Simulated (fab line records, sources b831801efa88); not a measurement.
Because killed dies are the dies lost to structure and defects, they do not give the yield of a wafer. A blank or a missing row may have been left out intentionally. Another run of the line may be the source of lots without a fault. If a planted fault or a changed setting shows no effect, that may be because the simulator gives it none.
Which tool did it?    flow gf180mcu    6 lots, 18 wafers sampled, at 2 steps of a route of 602

== WHAT EACH GAUGE READ, for each wafer ==
GF_VT_IMPLANT_OVL_MEAS_40.
lot   measured      on          VT_IMPLANT_03_OVL (nm)
L441  day 9 22:59   overlay-01  - - -
L445  day 10 22:44  overlay-02  0.0 -1.0 -1.4
L447  day 11 23:14  overlay-01  -0.4 -0.6 -0.1
L449  day 12 16:35  overlay-02  -0.6 -0.7 -1.7
L453  day 13 11:11  overlay-02  0.9 0.1 0.1
L454  day 13 16:39  overlay-01  -2.3 -0.5 -0.6

== WHICH TOOL RAN EACH LOT (tool, then ch and the chambers of the sampled wafers, then the start) ==
lot   GF_VT_IMPLANT_EXPOSE_37
L441  iline stepper-01 ch 0, day 9 14:47
L445  iline stepper-01 ch 0, day 10 13:38
L447  iline stepper-01 ch 0, day 11 14:32
L449  iline stepper-02 ch 0, day 12 06:31
L453  iline stepper-02 ch 0, day 13 01:20
L454  iline stepper-01 ch 0, day 13 07:12
- GF_VT_IMPLANT_EXPOSE_37: exposes mask Nwell HV AREA, target cd 860 nm.

== THE ANSWER, worked out from the rows above alone ==
Rule: the usual values come from the lots themselves. The widest of any qualifying gaps counts: lots, ordered by their means at a reading, are off when they make up no more than a third of the lots, leave a main group of 4 or more, and stand apart from it by 3 or more times the standard deviation of that group's means. If all means in a main group match to the digits the tables above print for the reading, that group is not used. A lot without any number at a reading at which 4 lots or more have one is off too. All remaining lots with rows at the step are treated as sound.
Off: L441, seen at GF_VT_IMPLANT_OVL_MEAS_40 (VT_IMPLANT_03_OVL). Without a number there: L441. For the main group the mean is -0.6 nm and the standard deviation 0.54.
A tool fits if, at a process step before that reading, it ran every lot that is off, and no sound lot after the first of them. Those tools and the gauges at GF_VT_IMPLANT_OVL_MEAS_40 are tried in the same way. No candidate that was tried fits.

== WHAT THE SIMULATOR HAD INSERTED ==
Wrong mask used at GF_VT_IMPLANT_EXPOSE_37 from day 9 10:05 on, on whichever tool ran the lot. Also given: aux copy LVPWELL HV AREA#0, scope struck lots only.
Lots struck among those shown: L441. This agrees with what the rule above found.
